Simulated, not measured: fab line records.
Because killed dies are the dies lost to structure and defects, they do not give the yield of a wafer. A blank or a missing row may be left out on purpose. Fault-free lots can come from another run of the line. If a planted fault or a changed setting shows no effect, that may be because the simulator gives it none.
Which tool was responsible?	flow sfqLine	39 wafers from 13 lots sampled at 3 of the route's 325 steps

WHAT THE GAUGES SHOWED, per wafer
SFQ_I0_OVL_MEAS_908.
lot	measured	on	I0_OVL (nm)
L883	day 10 15:33	overlay-01	-1 -5 1
L884	day 11 02:20	overlay-01	5 10 8
L885	day 11 10:44	overlay-01	8 4 3
L886	day 11 21:32	overlay-01	1 6 2
L888	day 12 05:57	overlay-02	-2 0 3
L892	day 12 22:44	overlay-01	1 -2 -3
L896	day 13 23:56	overlay-02	-3 -3 -2
L898	day 14 13:14	overlay-01	-3 -3 0
L901	day 15 18:36	overlay-02	7 7 6
L902	day 15 21:00	overlay-01	9 2 3
L904	day 16 13:47	overlay-01	6 -6 -6
L905	day 16 22:12	overlay-01	1 7 3
L906	day 17 00:35	overlay-02	-4 -2 -3

SFQ_M1_OVL_MEAS_911.
lot	measured	on	M1_OVL (nm)
L883	day 15 00:48	overlay-01	-4 0 0
L884	day 15 14:59	overlay-02	-9 -10 -7
L885	day 15 22:11	overlay-01	-3 -1 -4
L886	day 16 12:35	overlay-01	5 13 5
L888	day 16 23:24	overlay-02	-7 -3 -5
L892	day 17 23:23	overlay-01	-1 3 -1
L896	day 19 05:05	overlay-02	-1 -1 -4
L898	day 19 19:02	overlay-01	1 2 -2
L901	day 21 02:14	overlay-02	-2 -5 -2
L902	day 21 05:50	overlay-01	-2 -2 -6
L904	day 21 21:05	overlay-02	4 0 -3
L905	day 22 08:53	overlay-01	-3 2 -3
L906	day 22 11:17	overlay-01	-1 5 3

EACH LOT AND THE TOOL THAT RAN IT (in order: tool; ch and the chambers of the sampled wafers; start)
lot	SFQ_TRILAYER_L0_BARC_OPEN_METAL_ETCH_010
L883	rieMetal-01 ch 0,1, day 2 13:50
L884	rieMetal-02 ch 1, day 2 15:02
L885	rieMetal-04 ch 0,1, day 2 19:38
L886	rieMetal-04 ch 0,1, day 3 08:04
L888	rieMetal-04 ch 0, day 3 18:54
L892	rieMetal-04 ch 0,1, day 4 14:49
L896	rieMetal-04 ch 0,1, day 5 08:49
L898	rieMetal-02 ch 0, day 5 17:13
L901	rieMetal-02 ch 0,1, day 6 11:16
L902	rieMetal-01 ch 0,1, day 6 13:41
L904	rieMetal-01 ch 0,1, day 7 00:28
L905	rieMetal-02 ch 0,1, day 7 06:29
L906	rieMetal-02 ch 0,1, day 7 08:52
- SFQ_TRILAYER_L0_BARC_OPEN_METAL_ETCH_010: etches BARC in O2, target depth 125 nm, time 41.7 s.

WHAT THE TOOLS THEMSELVES READ (means of the sampled wafers that have a number; where no wafer has one, the mark that the record gives instead)
SFQ_TRILAYER_L0_BARC_OPEN_METAL_ETCH_010.
lot	tool	drypumpMotorCurrentA (A)	oesProductAu (a.u.)	runLengthS (s)
L883	rieMetal-01	5.36	0.684	70.2
L884	rieMetal-02	5.68	0.682	70.0
L885	rieMetal-04	5.10	0.685	70.6
L886	rieMetal-04	5.08	0.682	70.4
L888	rieMetal-04	4.88	0.685	70.7
L892	rieMetal-04	5.08	0.895	57.5
L896	rieMetal-04	5.06	0.895	57.7
L898	rieMetal-02	5.49	0.692	69.6
L901	rieMetal-02	5.56	0.689	69.6
L902	rieMetal-01	5.37	0.688	70.5
L904	rieMetal-01	5.38	0.682	70.4
L905	rieMetal-02	5.54	0.687	69.7
L906	rieMetal-02	5.54	0.687	69.5

THE ANSWER, worked out from the rows above alone
Rule: the usual values come from the lots themselves. Put in order of their means at a reading, lots are off if they are a third of the lots or fewer, leave a main group of 4 or more, and stand apart from it by a gap of 3 or more times the standard deviation of the main group's means; of several such gaps the widest counts. Not used: any main group whose means are identical at the precision the tables above print for the reading. Also off: a lot with no number at a reading for which 4 or more lots have one. The other lots that the step has rows for count as sound. Order of review: gauges by route order, followed by the tools' own readings, for which a lot's mean as printed above is used. At the first step where some lot is off, the reading lying furthest off is the one used; lots without a number count as furthest.
Off: L892, L896, at SFQ_TRILAYER_L0_BARC_OPEN_METAL_ETCH_010 (oesProductAu). The main group has a mean of 0.686 a.u. with a standard deviation of 0.0031.
If a tool, at that step or one of the process steps before it, ran each lot that is off and ran no sound lot following the first of them, it fits. One candidate fits, namely rieMetal-04 at SFQ_TRILAYER_L0_BARC_OPEN_METAL_ETCH_010. A fault onset in the window from L888 (day 3 18:54, its last sound lot) to L892 (day 4 14:49, its first lot off) fits.
The tool's own readings at SFQ_TRILAYER_L0_BARC_OPEN_METAL_ETCH_010 bear it out: on the lots that are off they differ by more than 5 times the standard deviation of the sound lots' means. oesProductAu reads 0.895 a.u. there against 0.686 a.u. on the sound lots; runLengthS reads 57.6 s there against 70.1 s on the sound lots.

WHAT WAS PUT IN BY THE SIMULATOR
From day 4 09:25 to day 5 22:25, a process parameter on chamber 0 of rieMetal-04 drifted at SFQ_TRILAYER_L0_BARC_OPEN_METAL_ETCH_010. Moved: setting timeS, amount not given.
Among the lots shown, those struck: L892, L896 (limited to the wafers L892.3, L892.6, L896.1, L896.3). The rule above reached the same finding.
